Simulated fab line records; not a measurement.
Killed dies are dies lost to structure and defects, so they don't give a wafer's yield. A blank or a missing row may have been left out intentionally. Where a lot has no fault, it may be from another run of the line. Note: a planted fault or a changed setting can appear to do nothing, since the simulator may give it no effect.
Struck lot and sound lot, side by side ; flow gf180mcu ; 23 steps out of a route of 602
Sound: the wafers L603.3, L603.4, L603.5. Wafers L608.1, L608.2, L608.6 were the ones struck. Last of all comes the cause.
Order at every step that has rows: each side's tool, ch and its chambers, its first start. Under that, the readings that differ: sound wafers ; struck wafers ; difference of the means ; sigmas: that difference in standard deviations of wafers without a fault.
alike: words and numbers the same on both sides, and readings whose means are apart by under 2 such deviations; not compared: readings that were withheld, readings missing a value for some wafer, numbers with overlapping values and no deviation given by the record, and bounds like >300 which may hide the same value.
A row with sigmas, a row that says differs or no value, or rows on one side alone: a step with any of these is where the two part. Non-overlapping numbers with no deviation appear without sigmas and do not part them. A reading missing from all wafers of one side parts the sides only when that side holds two or more wafers.

first, 4 steps without rows for these wafers: GF_NSD_SOFTBAKE_03 (time 60 s); GF_NSD_EXPOSE_04 (exposes mask Nplus, target cd 400 nm); GF_NSD_PEB_05; GF_NSD_DEVELOP_06 (develop time 60 s).
GF_NSD_CD_MEAS_07 targets a cd of 400 nm.
  sound on cdSem-01, day 14 08:56; struck on cdSem-01, day 16 13:56
  alike: cdNm
GF_NSD_OVL_MEAS_08:
  sound on overlay-02, day 14 09:01; struck on overlay-02, day 16 14:03
  alike: NSD_OVL
then, 2 steps without rows for these wafers: GF_NSD_IMPLANT_09; GF_NSD_IMPLANT_10.
GF_NSD_STRIP_11: strips in O2/N2.
  sound on plasmaAsher-03 ch 0,1, day 14 09:22; struck on plasmaAsher-03 ch 0,1, day 16 14:23
  alike: drypumpMotorCurrentA, heaterPowerW, n2FlowSccm, oesProductAu, stripTimeToEndpointS
  not compared: rfHoursCounterH
GF_NSD_TW_MEAS_12:
  sound on filmMetro-02, day 14 09:28; struck on filmMetro-01, day 16 14:29
  alike: NSD_TW
then, 2 steps without rows for these wafers: GF_PSD_DEHYDRATE_00 (time 60 s); GF_PSD_HMDS_01 (prime time 60 s).
GF_PSD_COAT_02: resist thk 1000 nm.
  sound on lithoTrack-04 ch 0, day 14 19:34; struck on lithoTrack-01 ch 0, day 17 00:59
reading;sound;struck;difference;sigmas
spinSpeedRpm (rpm);2999.7 3001.6 2999.2;3324.4 3321.6 3323.0;+322.8;+99 or more
model.NOVOLAK_of_PSD_COAT_02.thkNm (nm);1007 1003 1000;951.4 951.8 955.4;-50.5;
  alike: exhaustPa
then, 3 steps without rows for these wafers: GF_PSD_SOFTBAKE_03 (time 60 s); GF_PSD_EXPOSE_04 (exposes mask Pplus, target cd 400 nm); GF_PSD_PEB_05.
GF_PSD_DEVELOP_06: develop time 60 s.
  sound on lithoTrack-04 ch 0, day 15 06:07; struck on lithoTrack-02 ch 0, day 17 12:05
reading;sound;struck;difference;sigmas
model.NOVOLAK_of_PSD_COAT_02.thkNm (nm);1007 1003 999.7;951 951.4 955;-51;
  alike: exhaustPa
GF_PSD_CD_MEAS_07 targets a cd of 400 nm.
  sound on cdSem-01, day 15 06:16; struck on cdSem-01, day 17 12:14
reading;sound;struck;difference;sigmas
cdNm (nm);396.0 397.5 398.7;405.1 404.5 403.3;+6.9;+3
GF_PSD_OVL_MEAS_08:
  sound on overlay-02, day 15 06:21; struck on overlay-02, day 17 12:21
  alike: PSD_OVL
following that, these wafers have no rows for 1 step: GF_PSD_IMPLANT_09.
GF_PSD_STRIP_10: strips in O2/N2.
  sound on plasmaAsher-04 ch 0,1, day 15 06:34; struck on plasmaAsher-04 ch 0,1, day 17 12:32
reading;sound;struck;difference;sigmas
oesProductAu (a.u.);0.594 0.592 0.601;0.582 0.582 0.587;-0.012;-3
stripTimeToEndpointS (s);16.59 16.55 16.50;15.98 15.99 16.01;-0.55;-17
  alike: drypumpMotorCurrentA, heaterPowerW, n2FlowSccm
  not compared: rfHoursCounterH
GF_PSD_TW_MEAS_11:
  sound on filmMetro-03, day 15 06:39; struck on filmMetro-01, day 17 12:40
  alike: PSD_TW
-- the record jumps here: 14 days lie between the struck wafers' starts before and after (it left off in module PSD and takes up again in module PASSIVATION, whose first step shown is number 602 of the route) --
GF_PASSIVATION_PROBE_99:
  record: rows for the struck wafers here (prober-01, day 31 21:35), none for the sound ones

== WHERE THEY PART ==
At GF_PSD_COAT_02 first; at GF_PASSIVATION_PROBE_99 last (within this record only).

WHY: what the simulator had put in
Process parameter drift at GF_PSD_COAT_02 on lithoTrack-01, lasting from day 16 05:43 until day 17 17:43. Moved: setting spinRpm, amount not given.
